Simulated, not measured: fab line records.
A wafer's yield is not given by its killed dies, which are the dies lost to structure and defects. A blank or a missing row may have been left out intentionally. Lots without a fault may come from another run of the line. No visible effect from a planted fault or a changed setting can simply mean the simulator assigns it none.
2 desks, one fault || flow gf180mcu || every desk sees just its own numbers, and what lay behind them comes last

AT THE TOOL OWNER'S DESK: hdpcvd-01
The tool's own readings at GF_CONTACT_CVD_00 (deposits SiO2, target thk 300 nm, time 50 s): means of the sampled wafers that have a number, for each lot that ran on this tool. Marked OUT: a lot whose mean sits more than 4 standard deviations from the usual mean, which makes it out of limits; the brackets give that distance.
Columns: A = sih4-flow-sccm at GF_CONTACT_CVD_00, usual 59.96 sccm
{"lot": "L242", "first seen here": "day 15 12:23", "A": 59.96}
{"lot": "L244", "first seen here": "day 16 04:58", "A": 60.12}
{"lot": "L251", "first seen here": "day 18 14:40", "A": "29.82 (-99 or more) OUT"}
{"lot": "L254", "first seen here": "day 19 12:47", "A": "30.01 (-99 or more) OUT"}
{"lot": "L260", "first seen here": "day 21 20:46", "A": 59.91}
{"lot": "L261", "first seen here": "day 22 07:17", "A": 59.88}
{"lot": "L262", "first seen here": "day 22 20:56", "A": 60.10}
{"lot": "L264", "first seen here": "day 23 07:05", "A": 59.90}
{"lot": "L263", "first seen here": "day 23 08:53", "A": 59.96}
This desk's finding: out of limits on L251, L254; first on L251, day 18 14:40 (sih4-flow-sccm at GF_CONTACT_CVD_00). Within limits: L242, L244, L260, L261, L262, L264, L263.

AT THE METROLOGY DESK
Lot by lot, what the gauges showed, no matter which tool ran the lot: averages of those sampled wafers that carry a number. Marked OUT: a lot whose mean sits more than 4 standard deviations from the usual mean, which makes it out of limits; the brackets give that distance.
Columns: A = NSD_TW at GF_NSD_TW_MEAS_12, usual 4246; B = cd-nm at GF_SAB_CD_MEAS_09, usual 419.5 nm; C = CONTACT_CVD_00_THK at GF_CONTACT_THK_MEAS_01, usual 299 nm
{"lot": "L241", "first seen here": "day 13 07:31", "A": 4223, "B": 420.8, "C": 300}
{"lot": "L242", "first seen here": "day 13 16:43", "A": 4269, "B": 420.4, "C": 297}
{"lot": "L244", "first seen here": "day 14 08:35", "A": 4230, "B": 421.5, "C": 300}
{"lot": "L245", "first seen here": "day 14 12:56", "A": 4227, "B": 419.4, "C": 299}
{"lot": "L247", "first seen here": "day 15 06:10", "A": 4353, "B": 419.6, "C": 302}
{"lot": "L251", "first seen here": "day 16 14:51", "A": 4213, "B": 421.1, "C": "148 (-41) OUT"}
{"lot": "L254", "first seen here": "day 17 11:28", "A": 4302, "B": 416.1, "C": "146 (-41) OUT"}
{"lot": "L258", "first seen here": "day 19 11:49", "A": 4265, "B": 420.2, "C": 300}
{"lot": "L260", "first seen here": "day 19 19:23", "A": 4223, "B": 419.4, "C": 303}
{"lot": "L261", "first seen here": "day 20 05:44", "A": 4218, "B": 419.4, "C": 301}
{"lot": "L262", "first seen here": "day 20 20:49", "A": 4300, "B": 419.4, "C": 296}
{"lot": "L264", "first seen here": "day 21 06:30", "A": 4193, "B": 415.0, "C": 298}
{"lot": "L263", "first seen here": "day 21 09:40", "A": 4221, "B": 420.2, "C": 300}
This desk finds L251, L254 out of limits, with the earliest case on L251 at day 18 14:43 (CONTACT_CVD_00_THK at GF_CONTACT_THK_MEAS_01). Within limits: L241, L242, L244, L245, L247, L258, L260, L261, L262, L264, L263.

TAKEN TOGETHER
An alarm could have come from the tool owner's desk at day 18 14:40, on L251, L254.
Metrology desk: alarm possible at day 18 14:43 on L251, L254.
GF_CONTACT_CVD_00 was run on hdpcvd-01 by each of the lots named.

WHAT THE SIMULATOR HAD PUT IN
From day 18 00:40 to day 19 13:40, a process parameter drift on hdpcvd-01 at GF_CONTACT_CVD_00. From 60, the setting sih4-flow-sccm moved by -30. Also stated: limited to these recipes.
Lots struck among those shown: L251, L254.
Time in hours from fault onset to the first out-of-limits reading at each desk: tool owner's desk 14, metrology desk 14.
